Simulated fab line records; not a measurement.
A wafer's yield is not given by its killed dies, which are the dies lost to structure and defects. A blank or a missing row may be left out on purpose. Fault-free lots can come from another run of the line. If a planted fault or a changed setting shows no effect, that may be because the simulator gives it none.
A struck lot beside a sound one -- flow sfq line -- 14 out of 325 route steps
Sound: the wafers L970.1, L970.2, L970.6. Struck: wafers L975.1, L975.5. (L975.6 of the same lot was not struck and is left out.) The cause comes at the end.
For every step that has rows: the tool of each side, followed by ch and its chambers, followed by its first start. Under that, the readings that differ: sound wafers -- struck wafers -- difference of the means -- sigmas: that difference in standard deviations of wafers without a fault.
alike: a reading whose means differ by less than 2 such deviations, as well as words and numbers matching on both sides. not compared: withheld readings; readings where some wafer has no value; bounds like >300 that might hide an equal value; numbers whose values overlap and for which the record gives no deviation.
Wherever a step has rows on one side only, a row that says differs or no value, or a row with sigmas, the two part there. Non-overlapping numbers with no deviation appear without sigmas and do not part them. A reading missing from all wafers of one side parts the sides only when that side holds two or more wafers.

first, 6 steps without rows for these wafers: SFQ_TRILAYER_M3_LITHO_COAT_080 (resist thk 62 nm); SFQ_TRILAYER_M3_LITHO_COAT_075 (resist thk 600 nm); SFQ_TRILAYER_M3_LITHO_SOFTBAKE_079; SFQ_TRILAYER_M3_LITHO_EXPOSE_076 (exposes mask M3, target cd 500 nm); SFQ_TRILAYER_M3_LITHO_PEB_078 (peb time 60 s); SFQ_TRILAYER_M3_LITHO_DEVELOP_077 (time 60 s).
SFQ_M3_OVL_MEAS_921:
  sound on overlay-01, day 38 03:22; struck on overlay-01, day 39 22:44
  alike: M3_OVL
SFQ_TRILAYER_M3_BARC_OPEN_METAL_ETCH_100: etches BARC in O2, target depth 125 nm, time 41.7 s.
  sound on rie metal-03 ch 0,1, day 38 03:24; struck on rie metal-02 ch 1, day 39 22:46
  alike: chamber pressure mTorr, drypump motor current A, oes product au
  not compared: rf hours counter h
SFQ_TRILAYER_M3_ETCH_METAL_ETCH_078: etches Nb in Cl2/Ar, stops on SiO2, target depth 240 nm, time 120 s.
  sound on rie metal-03 ch 0,1, day 38 03:28; struck on rie metal-02 ch 1, day 39 22:53
  alike: chamber pressure mTorr, drypump motor current A, oes product au
  not compared: rf hours counter h
SFQ_TRILAYER_M3_STRIP_STRIP_079: strips in O2.
  sound on rie metal-03 ch 0,1, day 38 03:35; struck on rie metal-02 ch 1, day 39 23:08
  alike: chamber pressure mTorr, drypump motor current A, oes product au, platen temp c
  not compared: rf hours counter h
then, 1 step without rows for these wafers: SFQ_TRILAYER_M3_STRIP_SOLV_CLEAN_080 (cleans in NMP, time 600 s).
SFQ_TRILAYER_I3_DEP_PECVD_081: deposits SiO2 from SiH4/N2O, time 111.11 s, target thk 500 nm.
  sound on pecvd-03 ch 0,1,2, day 38 04:22; struck on pecvd-03 ch 0,1, day 40 00:31
  alike: chamber pressure Torr, heater power w, showerhead vpp V, throttle valve pct
SFQ_TRILAYER_I3_CMP_CMP_082: polishes SiO2.
  sound on cmp-02 ch 1,2, day 39 16:05; struck on cmp-02 ch 1, day 40 10:05
reading,sound,struck,difference,sigmas
platen rpm (rpm),60.00 60.02 59.96,65.94 65.89,+5.92,+99 or more
  alike: motor current A, time to endpoint s
SFQ_I3_BOW_MEAS_922:
  sound on film metro-01, day 39 19:05; struck on film metro-04, day 40 13:05
reading,sound,struck,difference,sigmas
I3_BOW (um),13 9 0,-10 -12,-18,-2

## WHERE THEY PART
Earliest at SFQ_TRILAYER_I3_CMP_CMP_082; latest, in this record, at SFQ_I3_BOW_MEAS_922.

WHY: the cause the simulator had injected
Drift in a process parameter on cmp-02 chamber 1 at SFQ_TRILAYER_I3_CMP_CMP_082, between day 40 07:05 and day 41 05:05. Setting platen rpm shifted by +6 from 60. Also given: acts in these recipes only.
